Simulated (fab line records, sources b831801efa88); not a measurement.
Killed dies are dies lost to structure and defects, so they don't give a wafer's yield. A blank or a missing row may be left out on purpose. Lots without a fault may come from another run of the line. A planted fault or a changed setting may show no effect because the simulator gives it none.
Chamber matching | flow sky130 | SKY_METAL4_ETCH_17 on rie_diel-01: 4 sister chambers
The step etches SiO2 in C4F8/O2/Ar, stops on TiN, time 3.9 s, target depth 15 nm. 14 wafers are shown with their chamber, then 7 later ones without.

WAFERS WITH THEIR CHAMBER
wafer  | chamber | oes_product_au (a.u.)
L345.1 | 2       | 0.750
L345.3 | 1       | 0.754
L345.4 | 3       | 0.757
L347.1 | 1       | 0.741
L347.3 | 3       | 0.751
L347.6 | 3       | 0.746
L353.4 | 2       | 0.747
L353.5 | 0       | 0.748
L353.6 | 3       | 0.751
L356.1 | 2       | 0.749
L356.3 | 1       | 0.739
L356.6 | 3       | 0.759
L362.2 | 2       | 0.753
L362.5 | 0       | 0.764

SIGNATURES (means of the wafers above)
reading        | chamber 0 | chamber 1 | chamber 2 | chamber 3 | scatter within a chamber
oes_product_au | 0.75600   | 0.74467   | 0.74975   | 0.75280   | 0.00623
Rule: a wafer's distance from a chamber is the root of the sum, over the readings, of the square of ((its reading less the chamber's mean) divided by the reading's scatter). The wafer belongs to the nearest chamber; if the next one is less than 2 further off, it can't be placed. The scatter: the root of (the sum of the squares of (reading less its chamber's mean) over the shown wafers, divided by (wafers less chambers)).

WAFERS WITHOUT THEIR CHAMBER
wafer  | oes_product_au (a.u.)
L362.6 | 0.758
L363.1 | 0.748
L363.4 | 0.750
L363.5 | 0.762
L365.1 | 0.755
L365.5 | 0.765
L365.6 | 0.761

WHICH CHAMBER EACH WENT THROUGH
wafer  | from the rows above               | in truth
L362.6 | can't be placed: 0 or 3 or 2 or 1 | 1
L363.1 | can't be placed: 2 or 1 or 3 or 0 | 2
L363.4 | can't be placed: 2 or 3 or 1 or 0 | 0
L363.5 | can't be placed: 0 or 3 or 2 or 1 | 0
L365.1 | can't be placed: 0 or 3 or 2 or 1 | 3
L365.5 | can't be placed: 0 or 3 or 2 or 1 | 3
L365.6 | can't be placed: 0 or 3 or 2 or 1 | 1
Placed correctly: 0 of 7. Can't be placed from these rows: 7 (the true chamber is among the candidates in 7). Placed wrongly: 0.
